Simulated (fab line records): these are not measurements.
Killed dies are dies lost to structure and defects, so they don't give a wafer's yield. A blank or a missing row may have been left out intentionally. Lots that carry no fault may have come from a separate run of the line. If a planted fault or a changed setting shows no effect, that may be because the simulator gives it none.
fab line records	flow sky130
[record] lots = 6	wafers = 18	last-day = 49
route steps=708 shown METAL3@558 PAD_OPEN@708
lots with no fault: from the same line, run without faults
start-h: hours from the record's opening day to when the first of the lot's shown wafers began	wait-h: hours since the lot's step before	" the same as in the row above	L1.1+2: a single row standing in for several wafers	- no value, or no start was given	* or withheld: withheld	< > ~ a bound
route shown NAME@n: NAME is a module with steps in the file, n the number in the route of the first one	usual: mean/standard deviation taken from wafers without a fault	same: alike in all rows	chamber/n: place in a boat	sites: per-site readings	_std_site: how widely they spread, as a standard deviation	_edge_site: outer sites' mean less inner sites'	radius-mm: for every site, how far away it sits from the centre of the wafer	mask NAME#n: copy n	behind: tool/chamber where the wafer was last shaped	hold: what put the lot on hold/how long, in hours/how the hold closed	device: whichever transistor did not switch (one of n, p or np)	end of line: tests run on the same wafers once the route is complete	for a step that has no rows: nothing shown but its recipe	killed: not the wafer's yield, but the dies lost to structure and defects at the first sort	map: per-die view of a wafer (x killed, . not killed, _ where there is no die)
set.NAME: the setting the step ran with; set.NAME@STEP: the setting that earlier step ran with	model.NAME: the simulator's own value behind a step, which no gauge read
lots at some steps of the route; a table a step, a row a wafer
services: when a tool's chamber went out of use (start-h, in hours from the record's first day, below 0 if earlier), for how many hours, and the reason
[[steps]]
[step SKY_METAL3_COAT_08]
[recipe] resist = KrF-thick	spin-rpm = 3000	resist-thk-nm = 1140
[step SKY_METAL3_SOFTBAKE_09]
[recipe] temp-c = 100	time-s = 90	resist = KrF-thick
[step SKY_METAL3_EXPOSE_10]
[recipe] mask-id = MM3	na = 0.68	source-shape = annular	sigma-inner = 0.4	sigma-outer = 0.8	target-cd-nm = 300	dose-mj = 28
[step SKY_METAL3_PEB_11]
[recipe] peb-temp-c = withheld	peb-time-s = withheld	resist = KrF-thick
[step SKY_METAL3_DEVELOP_12]
[recipe] develop-time-s = 60	resist = KrF-thick	dev-temp-c = 21
[step SKY_METAL3_CD_MEAS_13]
[recipe] target-cd-nm = 300
[usual] cd-nm = 299.4/1.5
lot.wafer	tool	chamber	start-h	wait-h	cd-nm
L911.4	cd-sem-01	-	964.49	-	298.8
L911.5	"	-	"	"	300.0
L911.6	"	-	"	"	300.0
L912.2	cd-sem-01	-	966.70	-	298.2
L912.3	"	-	"	"	300.8
L912.5	"	-	"	"	298.7
L917.1	cd-sem-01	-	999.93	-	299.6
L917.2	"	-	"	"	299.1
L917.4	"	-	"	"	298.8
L919.1	cd-sem-01	-	1018.43	-	300.1
L919.3	"	-	"	"	301.5
L919.4	"	-	"	"	300.9
L920.2	cd-sem-02	-	1019.50	-	301.0
L920.3	"	-	"	"	299.0
L920.6	"	-	"	"	299.4
L921.2	cd-sem-01	-	1028.78	-	300.0
L921.3	"	-	"	"	299.8
L921.4	"	-	"	"	299.8
[step SKY_METAL3_OVL_MEAS_14]
[usual] METAL3_OVL = 1/5.6
lot.wafer	tool	chamber	start-h	wait-h	METAL3_OVL[nm]
L911.4	overlay-02	-	964.57	0.1	-6
L911.5	"	-	"	"	0
L911.6	"	-	"	"	-5
L912.2	overlay-01	-	966.80	0.1	-3
L912.3	"	-	"	"	-8
L912.5	"	-	"	"	-7
L917.1	overlay-02	-	1000.05	0.1	5
L917.2	"	-	"	"	5
L917.4	"	-	"	"	0
L919.1	overlay-02	-	1018.55	0.1	5
L919.3	"	-	"	"	10
L919.4	"	-	"	"	-2
L920.2	overlay-01	-	1019.60	0.1	-6
L920.3	"	-	"	"	-1
L920.6	"	-	"	"	0
L921.2	overlay-02	-	1028.89	0.1	5
L921.3	"	-	"	"	-1
L921.4	"	-	"	"	-4
[step SKY_METAL3_DESCUM_15]
[recipe] chemistry = O2	source-power-w = 150	bias-power-w = 0	pressure-mtorr = 10	temp-c = 40	time-s = 8
[usual] drypump-motor-current-A = 5.9/0.38	oes-product-au = 0.998/0.011
lot.wafer	tool	chamber	start-h	wait-h	drypump-motor-current-A	oes-product-au	rf-hours-counter-h
L911.4	rie-metal-03	0	964.60	0.0	6.4	1.017	-
L911.5	"	1	"	"	6.2	1.000	-
L911.6	"	0	"	"	6.4	1.018	-
L912.2	rie-metal-04	1	966.83	0.0	5.5	0.982	6
L912.3	"	1	"	"	5.5	0.997	-
L912.5	"	1	"	"	5.5	1.011	-
L917.1	rie-metal-03	1	1000.08	0.0	6.1	0.986	3
L917.2	"	0	"	"	6.4	0.998	14
L917.4	"	0	"	"	6.4	1.005	-
L919.1	rie-metal-04	1	1018.59	0.0	5.5	1.000	8
L919.3	"	1	"	"	5.5	0.999	-
L919.4	"	0	"	"	6.1	0.985	-
L920.2	rie-metal-02	0	1019.63	0.0	5.9	1.002	15
L920.3	"	1	"	"	5.4	0.986	-
L920.6	"	0	"	"	5.9	1.012	-
L921.2	rie-metal-04	1	1028.92	0.0	5.5	1.006	9
L921.3	"	1	"	"	5.5	0.991	-
L921.4	"	0	"	"	6.1	0.984	-
[step SKY_METAL3_ETCH_16]
[recipe] chemistry = N2/H2	target = BARC	ion-energy-ev = 200	bias-w = 100	pressure-mtorr = 30	n2-flow-sccm = 100	h2-flow-sccm = 200	icp-w = 500	stop-on = SiO2	time-s = 88.2	target-depth-a = 600
[usual] drypump-motor-current-A = 5.9/0.38	h2-flow-sccm = 200.0/0.64	oes-product-au = 0.625/0.005	throttle-valve-pct = 13.205/0.0098
lot.wafer	tool	chamber	start-h	wait-h	drypump-motor-current-A	h2-flow-sccm	oes-product-au	rf-hours-counter-h	throttle-valve-pct
L911.4	rie-metal-03	0	964.65	0.0	6.4	198.5	0.628	-	13.200
L911.5	"	1	"	"	6.1	200.3	0.627	-	13.208
L911.6	"	0	"	"	6.4	199.3	0.622	-	13.206
L912.2	rie-metal-04	1	966.86	0.0	5.5	200.9	0.628	6	13.196
L912.3	"	1	"	"	5.5	200.1	0.625	-	13.220
L912.5	"	1	"	"	5.5	200.8	0.634	-	13.203
L917.1	rie-metal-03	1	1000.11	0.0	6.2	199.8	0.624	3	13.172
L917.2	"	0	"	"	6.4	199.6	0.625	14	13.207
L917.4	"	0	"	"	6.5	200.1	0.625	-	13.191
L919.1	rie-metal-04	1	1018.62	0.0	5.5	200.4	0.622	8	13.210
L919.3	"	1	"	"	5.5	199.9	0.621	-	13.195
L919.4	"	0	"	"	6.2	199.9	0.624	-	13.222
L920.2	rie-metal-02	0	1019.66	0.0	6.0	199.8	0.624	15	13.204
L920.3	"	1	"	"	5.3	200.1	0.627	-	13.211
L920.6	"	0	"	"	6.0	199.5	0.630	-	13.195
L921.2	rie-metal-04	1	1028.95	0.0	5.5	200.3	0.623	9	13.191
L921.3	"	1	"	"	5.5	200.2	0.620	-	13.205
L921.4	"	0	"	"	6.2	200.6	0.621	-	13.195
[step SKY_METAL3_ETCH_17]
[recipe] target = SiO2	stop-on = TiN	chemistry = C4F8/O2/Ar	source-w = 1500	bias-w = 1200	pressure-mtorr = 40	c4f8-flow-sccm = withheld	O2_flow_sccm = 6	Ar_flow_sccm = 300	time-s = 3.9	target-depth-a = 150
[usual] oes-product-au = 0.753/0.0078
lot.wafer	tool	chamber	start-h	wait-h	oes-product-au	rf-hours-counter-h
L911.4	rie-diel-03	1	964.72	0.0	0.757	10
L911.5	"	1	"	"	0.741	-
L911.6	"	2	"	"	0.754	-
L912.2	rie-diel-02	0	966.96	0.1	0.746	6
L912.3	"	2	"	"	0.746	4
L912.5	"	3	"	"	0.748	-
L917.1	rie-diel-02	3	1000.21	0.1	0.754	8
L917.2	"	2	"	"	0.739	5
L917.4	"	1	"	"	0.748	13
L919.1	rie-diel-02	2	1018.72	0.1	0.747	6
L919.3	"	1	"	"	0.745	14
L919.4	"	0	"	"	0.757	8
L920.2	rie-diel-03	1	1019.76	0.1	0.747	11
L920.3	"	2	"	"	0.751	10
L920.6	"	2	"	"	0.752	-
L921.2	rie-diel-03	1	1029.05	0.1	0.749	12
L921.3	"	2	"	"	0.752	10
L921.4	"	3	"	"	0.752	14
[step SKY_METAL3_METAL_ETCH_18]
[recipe] target-depth-a = 8450	stop-on = SiO2	over-etch-frac = 0.3	time-s = 183.1	chemistry = Cl2/BCl3	resist-sidewall-deg = 88	pressure-mtorr = 10	icp-w = 900	bias-w = 48.5	Cl2_flow_sccm = 60	bcl3-flow-sccm = 30
[usual] drypump-motor-current-A = 5.9/0.38	oes-product-au = 0.868/0.0075	throttle-valve-pct = 22.264/0.0097
[same] over-etch-frac = 0.3
lot.wafer	tool	chamber	start-h	wait-h	drypump-motor-current-A	oes-product-au	rf-hours-counter-h	throttle-valve-pct
L911.4	rie-metal-04	0	964.80	0.1	6.1	0.869	-	22.256
L911.5	"	0	"	"	6.2	0.873	-	22.273
L911.6	"	1	"	"	5.5	0.873	-	22.260
L912.2	rie-metal-02	0	966.98	0.0	6.0	0.858	12	22.269
L912.3	"	0	"	"	6.0	0.869	-	22.283
L912.5	"	0	"	"	6.0	0.864	-	22.272
L917.1	rie-metal-04	1	1000.23	0.0	5.5	0.878	8	22.267
L917.2	"	0	"	"	6.1	0.874	4	22.253
L917.4	"	1	"	"	5.5	0.867	-	22.262
L919.1	rie-metal-03	1	1018.74	0.0	6.1	0.874	4	22.275
L919.3	"	0	"	"	6.4	0.874	-	22.266
L919.4	"	1	"	"	6.2	0.869	-	22.276
L920.2	rie-metal-04	1	1019.78	0.0	5.5	0.866	9	22.279
L920.3	"	0	"	"	6.1	0.862	-	22.249
L920.6	"	1	"	"	5.5	0.880	-	22.271
L921.2	rie-metal-02	1	1029.07	0.0	5.3	0.864	12	22.249
L921.3	"	1	"	"	5.3	0.861	-	22.259
L921.4	"	0	"	"	6.0	0.873	-	22.250
[step SKY_METAL3_STRIP_19]
[recipe] chemistry = O2/N2	power-w = 1400	pressure-mtorr = 1500	platen-temp-c = withheld	o2-flow-sccm = 3000	n2-flow-sccm = 300	overash-fraction = 0.5
[usual] chamber-pressure-mTorr = 1500.0/1.5	drypump-motor-current-A = 6.0/0.8	oes-product-au = 0.504/0.0067	strip-time-to-endpoint-s = 6.57/0.11
lot.wafer	tool	chamber	start-h	wait-h	chamber-pressure-mTorr	drypump-motor-current-A	oes-product-au	rf-hours-counter-h	strip-time-to-endpoint-s
L911.4	plasma-asher-03	1	964.95	0.1	1503.6	6.7	0.507	-	6.62
L911.5	"	0	"	"	1499.5	6.5	0.498	-	6.60
L911.6	"	1	"	"	1499.7	6.7	0.500	-	6.69
L912.2	plasma-asher-03	0	967.16	0.1	1500.1	6.5	0.497	23	6.47
L912.3	"	0	"	"	1498.6	6.5	0.500	-	6.52
L912.5	"	0	"	"	1498.6	6.5	0.500	-	6.50
L917.1	plasma-asher-03	0	1000.41	0.1	1502.1	6.5	0.508	28	6.60
L917.2	"	1	"	"	1499.5	6.7	0.510	28	6.68
L917.4	"	0	"	"	1499.9	6.5	0.492	-	6.56
L919.1	plasma-asher-02	0	1018.92	0.1	1497.2	4.8	0.504	117	6.66
L919.3	"	1	"	"	1501.6	5.1	0.502	-	6.53
L919.4	"	0	"	"	1502.1	4.8	0.505	-	6.60
L920.2	plasma-asher-04	0	1019.96	0.1	1500.5	6.3	0.500	79	6.60
L920.3	"	0	"	"	1502.4	6.3	0.515	-	6.63
L920.6	"	0	"	"	1501.5	6.3	0.503	-	6.52
L921.2	plasma-asher-04	0	1029.24	0.1	1498.5	6.3	0.507	80	6.70
L921.3	"	0	"	"	1500.4	6.3	0.498	-	6.72
L921.4	"	1	"	"	1499.1	4.7	0.495	-	6.43
[step SKY_METAL3_STRIP_20]
[recipe] chemistry = post-etch-residue-remover	time-s = 1200	temp-c = 72.5
[usual] bath-guard-temp-C = 72.7/0.82	bath-heat-duty-pct = 13.8/2
lot.wafer	tool	chamber	start-h	wait-h	bath-guard-temp-C	bath-heat-duty-pct
L911.4	wet-bench-04	1	965.01	0.0	-	-
L911.5	"	1	"	"	-	-
L911.6	"	1	"	"	-	-
L912.2	wet-bench-04	1	967.26	0.1	-	-
L912.3	"	1	"	"	-	-
L912.5	"	1	"	"	-	-
L917.1	wet-bench-02	2	1000.51	0.1	73.5	14.1
L917.2	"	2	"	"	73.1	13.6
L917.4	"	2	"	"	73.1	13.5
L919.1	wet-bench-04	0	1019.02	0.1	71.3	14.0
L919.3	"	0	"	"	71.4	14.5
L919.4	"	0	"	"	71.4	13.8
L920.2	wet-bench-02	2	1020.06	0.1	73.3	15.4
L920.3	"	2	"	"	72.8	12.9
L920.6	"	2	"	"	73.4	14.3
L921.2	wet-bench-02	1	1029.34	0.1	72.5	15.4
L921.3	"	1	"	"	72.4	16.9
L921.4	"	1	"	"	72.6	15.6
[step SKY_METAL3_CLEAN_21]
[recipe] chemistry = IPA	time-s = 180	temp-c = 25
[step SKY_PAD_OPEN_PROBE_99]
[usual] defect-limited-yield = 82.9/2.2	killed_at_M0_to_M3 = 42/7	killed_at_M4_up = 2.8/1.8	killed-at-contacts = 24/5.8	killed-at-front-end = 15/4.8	killed-at-other = 0.3/0.56	killed-dies = 84/11	killed-open = 46/7.8	killed-short = 38/6.3	sort_bin_3_pad_short = 0.8/0.43	sort_bin_5_function = 10.2/1.6	sort_bin_6_memory = 6.0/1.1	sort-n-pass = 408/11	sort-yield-pct = 82.9/2.2
[same] gross-dies = 492	killed-at-back-side = 0	sort_bin_4_leakage[%] = 0	sort_bin_8_speed[%] = 0
lot.wafer	tool	chamber	start-h	wait-h	defect-limited-yield[%]	killed_at_M0_to_M3	killed_at_M4_up	killed-at-contacts	killed-at-front-end	killed-at-other	killed-dies	killed-open	killed-short	sort_bin_3_pad_short[%]	sort_bin_5_function[%]	sort_bin_6_memory[%]	sort-n-pass	sort-yield-pct[%]	model.etest.met3-comb.leak-log10-a-um
L911.4	prober-01	-	1127.20	0.2	81.5	48	1	23	19	0	91	48	43	0.8	12.2	5.5	401	81.5	-11.49
L911.5	prober-01	-	1127.25	0.2	83.1	38	2	26	17	0	83	45	37	0.8	10.4	5.7	409	83.1	-11.64
L911.6	prober-01	-	1127.30	0.2	87.8	32	3	16	9	0	60	30	30	0.4	7.9	3.9	432	87.8	-11.61
L912.2	prober-02	-	1129.74	0.1	84.1	46	7	18	7	0	78	38	40	0.4	10.4	5.1	414	84.1	-11.7
L912.3	prober-02	-	1129.79	0.2	81.7	40	2	26	22	0	90	49	41	0	9.6	8.7	402	81.7	-11.64
L912.5	prober-02	-	1129.89	0.2	83.1	43	2	29	8	1	83	45	38	0.8	9.6	6.5	409	83.1	-11.49
L917.1	prober-01	-	1157.61	0.1	79.9	53	4	26	16	0	99	58	40	0.6	12.2	7.3	393	79.9	-12.05
L917.2	prober-01	-	1157.66	0.1	80.9	41	4	25	24	0	94	50	41	0.6	11.2	7.3	398	80.9	-11.98
L917.4	prober-01	-	1157.76	0.2	79.1	49	5	32	17	0	103	54	49	0.6	11.8	8.5	389	79.1	-12.05
L919.1	prober-01	-	1170.59	0.1	80.7	53	6	25	11	0	95	55	40	0.8	11.0	7.5	397	80.7	-11.98
L919.3	prober-01	-	1170.69	0.2	82.3	40	1	35	11	0	87	49	37	1.4	9.3	6.9	405	82.3	-12.14
L919.4	prober-01	-	1170.74	0.2	84.8	38	4	20	13	0	75	34	41	1.8	6.7	6.7	417	84.8	-11.77
L920.2	prober-02	-	1170.99	0.1	80.3	46	0	25	26	0	97	59	38	1.4	12.8	5.5	395	80.3	-11.89
L920.3	prober-02	-	1171.04	0.2	81.1	47	5	25	16	0	93	53	40	1.0	10.0	7.9	399	81.1	-12.07
L920.6	prober-02	-	1171.19	0.2	86.2	34	3	13	18	0	68	37	31	0.8	8.5	4.5	424	86.2	-12.04
L921.2	prober-01	-	1177.57	0.1	81.5	50	0	25	16	0	91	57	34	0.4	10.4	7.7	401	81.5	-12.1
L921.3	prober-01	-	1177.62	0.2	78.7	43	2	37	22	1	105	60	45	1.2	12.8	7.3	387	78.7	-12.03
L921.4	prober-01	-	1177.67	0.2	85.8	33	3	23	11	0	70	45	25	0.6	8.7	4.9	422	85.8	-11.96
// killed by level:class
L911.4 LI_CONTACT:geometric-particle:open=11 VIA1:geometric-particle:open=10 VIA2:geometric-particle:open=8 VIA1:geometric-particle:short=6 POLY_GATE:geometric-particle:short=5 VIA3:geometric-particle:open=5 METAL2:geometric-particle:short=5 VIA3:geometric-particle:short=5
L911.5 CONTACT:geometric-particle:open=10 VIA1:geometric-particle:open=7 LI_CONTACT:geometric-particle:open=6 VIA3:geometric-particle:open=6 VIA2:geometric-particle:open=6 CONTACT:geometric-particle:short=5 VIA2:geometric-particle:short=5 FIELD_ISO:geometric-particle:short=4
L911.6 VIA1:geometric-particle:open=9 VIA2:geometric-particle:open=9 CONTACT:geometric-particle:short=6 LI_CONTACT:geometric-particle:open=4 POLY_GATE:geometric-particle:short=3 CONTACT:geometric-particle:open=3 VIA1:geometric-particle:short=3 VIA2:geometric-particle:short=3
L912.2 VIA1:geometric-particle:open=14 METAL2:geometric-particle:short=9 CONTACT:geometric-particle:short=5 METAL4:geometric-particle:short=5 LI_CONTACT:geometric-particle:short=4 LI_CONTACT:geometric-particle:open=4 METAL1:geometric-particle:short=4 VIA2:geometric-particle:open=4
L912.3 LI_CONTACT:geometric-particle:open=15 VIA1:geometric-particle:open=8 METAL2:geometric-particle:short=7 POLY_GATE:geometric-particle:open=7 VIA1:geometric-particle:short=5 VIA3:geometric-particle:open=5 FIELD_ISO:geometric-particle:short=4 POLY_GATE:geometric-particle:short=4
L912.5 VIA1:geometric-particle:open=10 CONTACT:geometric-particle:open=8 METAL2:geometric-particle:short=7 VIA3:geometric-particle:open=7 LI_CONTACT:geometric-particle:open=5 LI_CONTACT:geometric-particle:short=5 LOCAL_INTERCONNECT:geometric-particle:short=5 CONTACT:geometric-particle:short=5
L917.1 VIA1:geometric-particle:open=16 VIA3:geometric-particle:open=11 CONTACT:geometric-particle:open=9 LI_CONTACT:geometric-particle:open=8 VIA1:geometric-particle:short=8 FIELD_ISO:geometric-particle:short=7 VIA2:geometric-particle:short=5 CONTACT:geometric-particle:short=4
L917.2 CONTACT:geometric-particle:open=10 VIA1:geometric-particle:open=10 VIA2:geometric-particle:open=7 VIA3:geometric-particle:open=7 FIELD_ISO:geometric-particle:short=5 LI_CONTACT:geometric-particle:short=5 VIA3:geometric-particle:short=5 FIELD_ISO:geometric-particle:open=4
L917.4 CONTACT:geometric-particle:open=13 VIA1:geometric-particle:open=12 VIA1:geometric-particle:short=8 LI_CONTACT:geometric-particle:open=8 VIA2:geometric-particle:open=8 CONTACT:geometric-particle:short=6 FIELD_ISO:geometric-particle:short=5 METAL2:geometric-particle:short=5
L919.1 VIA1:geometric-particle:open=16 CONTACT:geometric-particle:open=8 LOCAL_INTERCONNECT:geometric-particle:short=7 METAL2:geometric-particle:short=7 VIA3:geometric-particle:open=7 VIA1:geometric-particle:short=6 LI_CONTACT:geometric-particle:open=5 METAL4:geometric-particle:short=4
L919.3 CONTACT:geometric-particle:open=16 METAL2:geometric-particle:short=11 LI_CONTACT:geometric-particle:open=8 POLY_GATE:geometric-particle:open=5 VIA1:geometric-particle:open=5 VIA3:geometric-particle:open=5 LOCAL_INTERCONNECT:geometric-particle:short=4 CONTACT:geometric-particle:short=4
L919.4 FIELD_ISO:geometric-particle:short=8 VIA1:geometric-particle:open=7 LI_CONTACT:geometric-particle:open=6 VIA2:geometric-particle:open=5 CONTACT:geometric-particle:short=5 METAL2:geometric-particle:short=5 CONTACT:geometric-particle:open=4 VIA3:geometric-particle:short=4
L920.2 VIA1:geometric-particle:open=11 CONTACT:geometric-particle:open=10 POLY_GATE:geometric-particle:open=8 LI_CONTACT:geometric-particle:open=7 METAL2:geometric-particle:short=7 FIELD_ISO:geometric-particle:open=6 CONTACT:geometric-particle:short=6 VIA2:geometric-particle:open=6
L920.3 VIA2:geometric-particle:open=19 CONTACT:geometric-particle:open=8 CONTACT:geometric-particle:short=6 POLY_GATE:geometric-particle:open=5 VIA1:geometric-particle:open=5 METAL4:geometric-particle:short=5 LI_CONTACT:geometric-particle:open=4 METAL1:geometric-particle:short=4
L920.6 VIA3:geometric-particle:open=9 CONTACT:geometric-particle:open=8 FIELD_ISO:geometric-particle:short=5 METAL1:geometric-particle:short=5 VIA1:geometric-particle:open=5 VIA2:geometric-particle:open=4 METAL2:geometric-particle:short=4 SONOS_ONO:geometric-particle:short=3
L921.2 VIA2:geometric-particle:open=13 VIA3:geometric-particle:open=10 LI_CONTACT:geometric-particle:open=9 VIA1:geometric-particle:open=9 CONTACT:geometric-particle:short=7 CONTACT:geometric-particle:open=6 FIELD_ISO:geometric-particle:short=5 METAL1:geometric-particle:short=5
L921.3 CONTACT:geometric-particle:open=15 LI_CONTACT:geometric-particle:open=9 VIA3:geometric-particle:open=8 FIELD_ISO:geometric-particle:short=7 VIA1:geometric-particle:open=7 FIELD_ISO:geometric-particle:open=6 CONTACT:geometric-particle:short=6 METAL1:geometric-particle:short=6
L921.4 CONTACT:geometric-particle:open=12 VIA1:geometric-particle:open=9 VIA3:geometric-particle:open=9 LI_CONTACT:geometric-particle:open=6 METAL2:geometric-particle:short=4 FIELD_ISO:geometric-particle:short=3 POLY_GATE:geometric-particle:open=3 LOCAL_INTERCONNECT:geometric-particle:short=3
[[services]]
tool	chamber	start-h	hours	kind
plasma-asher-04	-	946.41	72.2	repair
rie-metal-04	0	951.34	7.3	repair
rie-diel-03	1	959.38	1.4	repair
rie-diel-02	1	965.91	11.0	repair
rie-metal-03	0	975.18	21.3	repair
rie-metal-03	-	1002.87	0.5	repair
rie-diel-02	-	1027.90	0.2	repair
rie-diel-02	3	1028.47	8.3	repair
[[key]]
[first-sign] step = SKY_METAL3_STRIP_20	reading = tool-record	direction = missing
effect none on later readings
[model-effect] step = SKY_PAD_OPEN_PROBE_99	value = etest.met3-comb.leak-log10-a-um	without = -11.99	struck = -11.59
met-at SKY_METAL3_STRIP_20
struck-wafers L911.4,L911.5,L911.6,L912.2,L912.3,L912.5
[fault] kind = skipped-step-whole	tool = wet-bench-04	chamber = -	onset-h = 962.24	steps = SKY_METAL3_STRIP_20	scope = struck-lots-only
